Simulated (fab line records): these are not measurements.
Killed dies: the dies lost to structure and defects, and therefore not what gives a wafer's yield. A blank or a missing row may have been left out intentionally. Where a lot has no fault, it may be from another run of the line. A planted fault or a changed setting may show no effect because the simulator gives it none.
What tool caused it? :: flow gf180mcu :: 14 lots with 42 wafers sampled at 4 steps, on a route of 602 steps

## WHAT THE GAUGES READ, wafer by wafer
GF_STI_CD_MEAS_12 targets a cd of 220 nm.
lot: L880
measured: day 2 02:59
on: cdSem-01
cdNm (nm): 220.2 219.5 220.1

lot: L881
measured: day 2 06:37
on: cdSem-02
cdNm (nm): 217.5 217.5 217.4

lot: L882
measured: day 2 11:47
on: cdSem-02
cdNm (nm): 218.9 219.4 219.7

lot: L885
measured: day 3 08:00
on: cdSem-01
cdNm (nm): 218.7 218.7 218.9

lot: L887
measured: day 3 14:49
on: cdSem-01
cdNm (nm): 219.0 218.7 218.3

lot: L888
measured: day 3 18:07
on: cdSem-01
cdNm (nm): 218.5 219.9 219.2

lot: L891
measured: day 4 09:46
on: cdSem-02
cdNm (nm): 215.5 216.5 217.3

lot: L893
measured: day 4 22:22
on: cdSem-02
cdNm (nm): 222.2 220.9 221.1

lot: L894
measured: day 5 00:52
on: cdSem-02
cdNm (nm): 221.2 219.6 220.5

lot: L897
measured: day 5 16:57
on: cdSem-02
cdNm (nm): 220.6 220.3 219.8

lot: L899
measured: day 6 02:59
on: cdSem-01
cdNm (nm): 220.7 220.7 220.4

lot: L901
measured: day 6 13:16
on: cdSem-02
cdNm (nm): 220.4 220.8 220.3

lot: L902
measured: day 6 18:19
on: cdSem-02
cdNm (nm): 218.1 220.0 219.4

lot: L903
measured: day 7 00:20
on: cdSem-01
cdNm (nm): 218.0 219.2 219.7

GF_HV_LDD_THK_MEAS_55.
lot: L880
measured: day 12 11:32
on: filmMetro-02
HV_LDD_CVD_54_THK (nm): 10.00 10.16 9.99

lot: L881
measured: day 12 15:04
on: filmMetro-04
HV_LDD_CVD_54_THK (nm): 9.88 9.78 9.74

lot: L882
measured: day 13 03:08
on: filmMetro-04
HV_LDD_CVD_54_THK (nm): 10.01 10.17 10.10

lot: L885
measured: day 14 04:36
on: filmMetro-03
HV_LDD_CVD_54_THK (nm): 10.07 9.90 10.06

lot: L887
measured: day 14 20:11
on: filmMetro-03
HV_LDD_CVD_54_THK (nm): 10.23 10.22 10.06

lot: L888
measured: day 15 05:59
on: filmMetro-03
HV_LDD_CVD_54_THK (nm): 10.16 10.09 10.14

lot: L891
measured: day 15 23:53
on: filmMetro-03
HV_LDD_CVD_54_THK (nm): 10.04 10.06 10.01

lot: L893
measured: day 16 22:26
on: filmMetro-03
HV_LDD_CVD_54_THK (nm): 10.29 10.23 10.24

lot: L894
measured: day 17 02:47
on: filmMetro-02
HV_LDD_CVD_54_THK (nm): 9.92 10.00 9.92

lot: L897
measured: day 17 21:40
on: filmMetro-04
HV_LDD_CVD_54_THK (nm): 9.95 9.93 10.00

lot: L899
measured: day 18 11:56
on: filmMetro-02
HV_LDD_CVD_54_THK (nm): 10.07 10.11 10.10

lot: L901
measured: day 19 04:41
on: filmMetro-02
HV_LDD_CVD_54_THK (nm): 9.80 9.80 9.84

lot: L902
measured: day 19 16:14
on: filmMetro-02
HV_LDD_CVD_54_THK (nm): 9.97 9.88 9.99

lot: L903
measured: day 20 08:00
on: filmMetro-04
HV_LDD_CVD_54_THK (nm): 10.08 10.02 10.05

## EACH LOT AND THE TOOL THAT RAN IT (in order: tool; ch and the chambers of the sampled wafers; start)
lot: L880
GF_MVPSD_IMPLANT_08: implanter-02 ch 0, day 4 23:37
GF_VT_IMPLANT_STRIP_31: plasmaAsher-02 ch 0,1, day 6 19:51

lot: L881
GF_MVPSD_IMPLANT_08: implanter-02 ch 0, day 5 09:24
GF_VT_IMPLANT_STRIP_31: plasmaAsher-04 ch 0,1, day 7 05:47

lot: L882
GF_MVPSD_IMPLANT_08: implanter-03 ch 0, day 5 16:46
GF_VT_IMPLANT_STRIP_31: plasmaAsher-04 ch 0, day 7 14:48

lot: L885
GF_MVPSD_IMPLANT_08: implanter-04 ch 0, day 6 10:45
GF_VT_IMPLANT_STRIP_31: plasmaAsher-04 ch 0,1, day 8 08:56

lot: L887
GF_MVPSD_IMPLANT_08: implanter-03 ch 0, day 6 20:32
GF_VT_IMPLANT_STRIP_31: plasmaAsher-02 ch 0,1, day 8 19:20

lot: L888
GF_MVPSD_IMPLANT_08: implanter-02 ch 0, day 7 00:32
GF_VT_IMPLANT_STRIP_31: plasmaAsher-02 ch 0,1, day 9 00:02

lot: L891
GF_MVPSD_IMPLANT_08: implanter-03 ch 0, day 7 16:33
GF_VT_IMPLANT_STRIP_31: plasmaAsher-04 ch 0,1, day 9 17:41

lot: L893
GF_MVPSD_IMPLANT_08: implanter-02 ch 0, day 8 06:27
GF_VT_IMPLANT_STRIP_31: plasmaAsher-03 ch 0,1, day 10 08:53

lot: L894
GF_MVPSD_IMPLANT_08: implanter-02 ch 0, day 8 09:36
GF_VT_IMPLANT_STRIP_31: plasmaAsher-02 ch 0, day 10 12:08

lot: L897
GF_MVPSD_IMPLANT_08: implanter-02 ch 0, day 9 04:32
GF_VT_IMPLANT_STRIP_31: plasmaAsher-02 ch 0,1, day 11 09:47

lot: L899
GF_MVPSD_IMPLANT_08: implanter-04 ch 0, day 9 16:31
GF_VT_IMPLANT_STRIP_31: plasmaAsher-02 ch 0,1, day 11 21:57

lot: L901
GF_MVPSD_IMPLANT_08: implanter-02 ch 0, day 10 02:45
GF_VT_IMPLANT_STRIP_31: plasmaAsher-02 ch 0,1, day 12 09:08

lot: L902
GF_MVPSD_IMPLANT_08: implanter-02 ch 0, day 10 08:59
GF_VT_IMPLANT_STRIP_31: plasmaAsher-03 ch 0,1, day 12 16:02

lot: L903
GF_MVPSD_IMPLANT_08: implanter-03 ch 0, day 10 22:13
GF_VT_IMPLANT_STRIP_31: plasmaAsher-03 ch 0,1, day 13 07:17
- GF_MVPSD_IMPLANT_08
- GF_VT_IMPLANT_STRIP_31: strips in O2/N2.

## AS READ BY THE TOOLS THEMSELVES (means over the sampled wafers that have a number; for cases with no such wafer, the mark the record gives instead)
GF_MVPSD_IMPLANT_08.
lot: L880
tool: implanter-02
beamEnergyKeV: 169.97
doseIonsCm2: 1.5101e+13
tiltDeg (degrees): -0.001

lot: L881
tool: implanter-02
beamEnergyKeV: 169.96
doseIonsCm2: 1.5130e+13
tiltDeg (degrees): -0.016

lot: L882
tool: implanter-03
beamEnergyKeV: 170.04
doseIonsCm2: 1.5127e+13
tiltDeg (degrees): 0.018

lot: L885
tool: implanter-04
beamEnergyKeV: 169.97
doseIonsCm2: 1.5117e+13
tiltDeg (degrees): -0.006

lot: L887
tool: implanter-03
beamEnergyKeV: 173.21
doseIonsCm2: 1.5138e+13
tiltDeg (degrees): -0.017

lot: L888
tool: implanter-02
beamEnergyKeV: 169.99
doseIonsCm2: 1.5118e+13
tiltDeg (degrees): 0.012

lot: L891
tool: implanter-03
beamEnergyKeV: 173.24
doseIonsCm2: 1.5106e+13
tiltDeg (degrees): 0.005

lot: L893
tool: implanter-02
beamEnergyKeV: 169.99
doseIonsCm2: 1.5129e+13
tiltDeg (degrees): -0.011

lot: L894
tool: implanter-02
beamEnergyKeV: 170.00
doseIonsCm2: 1.5102e+13
tiltDeg (degrees): 0.021

lot: L897
tool: implanter-02
beamEnergyKeV: 170.02
doseIonsCm2: 1.5121e+13
tiltDeg (degrees): 0.001

lot: L899
tool: implanter-04
beamEnergyKeV: 169.97
doseIonsCm2: 1.5119e+13
tiltDeg (degrees): -0.008

lot: L901
tool: implanter-02
beamEnergyKeV: 170.03
doseIonsCm2: 1.5129e+13
tiltDeg (degrees): 0.020

lot: L902
tool: implanter-02
beamEnergyKeV: 169.95
doseIonsCm2: 1.5125e+13
tiltDeg (degrees): 0.008

lot: L903
tool: implanter-03
beamEnergyKeV: 169.97
doseIonsCm2: 1.5123e+13
tiltDeg (degrees): -0.038

GF_VT_IMPLANT_STRIP_31.
lot: L880
tool: plasmaAsher-02
drypumpMotorCurrentA (A): 5.7
heaterPowerW (W): 327
oesProductAu (a.u.): 0.715
stripTimeToEndpointS (s): 12.61

lot: L881
tool: plasmaAsher-04
drypumpMotorCurrentA (A): 6.0
heaterPowerW (W): 359
oesProductAu (a.u.): 0.715
stripTimeToEndpointS (s): 12.67

lot: L882
tool: plasmaAsher-04
drypumpMotorCurrentA (A): 5.5
heaterPowerW (W): 313
oesProductAu (a.u.): 0.720
stripTimeToEndpointS (s): 12.63

lot: L885
tool: plasmaAsher-04
drypumpMotorCurrentA (A): 6.0
heaterPowerW (W): 359
oesProductAu (a.u.): 0.712
stripTimeToEndpointS (s): 12.65

lot: L887
tool: plasmaAsher-02
drypumpMotorCurrentA (A): 5.7
heaterPowerW (W): 326
oesProductAu (a.u.): 0.715
stripTimeToEndpointS (s): 12.63

lot: L888
tool: plasmaAsher-02
drypumpMotorCurrentA (A): 5.9
heaterPowerW (W): 326
oesProductAu (a.u.): 0.718
stripTimeToEndpointS (s): 12.66

lot: L891
tool: plasmaAsher-04
drypumpMotorCurrentA (A): 6.0
heaterPowerW (W): 365
oesProductAu (a.u.): 0.710
stripTimeToEndpointS (s): 12.69

lot: L893
tool: plasmaAsher-03
drypumpMotorCurrentA (A): 6.0
heaterPowerW (W): 328
oesProductAu (a.u.): 0.711
stripTimeToEndpointS (s): 12.68

lot: L894
tool: plasmaAsher-02
drypumpMotorCurrentA (A): 5.6
heaterPowerW (W): 341
oesProductAu (a.u.): 0.713
stripTimeToEndpointS (s): 12.63

lot: L897
tool: plasmaAsher-02
drypumpMotorCurrentA (A): 5.8
heaterPowerW (W): 328
oesProductAu (a.u.): 0.711
stripTimeToEndpointS (s): 12.62

lot: L899
tool: plasmaAsher-02
drypumpMotorCurrentA (A): 5.7
heaterPowerW (W): 328
oesProductAu (a.u.): 0.711
stripTimeToEndpointS (s): 12.62

lot: L901
tool: plasmaAsher-02
drypumpMotorCurrentA (A): 5.7
heaterPowerW (W): 327
oesProductAu (a.u.): 0.716
stripTimeToEndpointS (s): 12.65

lot: L902
tool: plasmaAsher-03
drypumpMotorCurrentA (A): 6.2
heaterPowerW (W): 332
oesProductAu (a.u.): 0.713
stripTimeToEndpointS (s): 12.68

lot: L903
tool: plasmaAsher-03
drypumpMotorCurrentA (A): 6.0
heaterPowerW (W): 333
oesProductAu (a.u.): 0.715
stripTimeToEndpointS (s): 12.67

## THE ANSWER, worked out from the rows above alone
Rule: the lots themselves supply what counts as usual. Put in order of their means at a reading, lots are off if they are a third of the lots or fewer, leave a main group of 4 or more, and stand apart from it by a gap of 3 or more times the standard deviation of the main group's means; of several such gaps the widest counts. Not used: any main group whose means are identical at the precision the tables above print for the reading. Also off: a lot with no number at a reading for which 4 or more lots have one. The other lots that the step has rows for count as sound. Order of review: gauges by route order, followed by the tools' own readings, for which a lot's mean as printed above is used. The first step at which some lot is off is used, and at that step the reading that is off furthest; a lot without a number counts as furthest.
Off: L887, L891, at GF_MVPSD_IMPLANT_08 (beamEnergyKeV). Mean 169.99 and standard deviation 0.028 in the main group.
A tool fits if, at that step or a process step before it, it ran every lot that is off, and no sound lot after the first of them. Not one of the candidates tried fits.

## WHAT WAS PUT IN BY THE SIMULATOR
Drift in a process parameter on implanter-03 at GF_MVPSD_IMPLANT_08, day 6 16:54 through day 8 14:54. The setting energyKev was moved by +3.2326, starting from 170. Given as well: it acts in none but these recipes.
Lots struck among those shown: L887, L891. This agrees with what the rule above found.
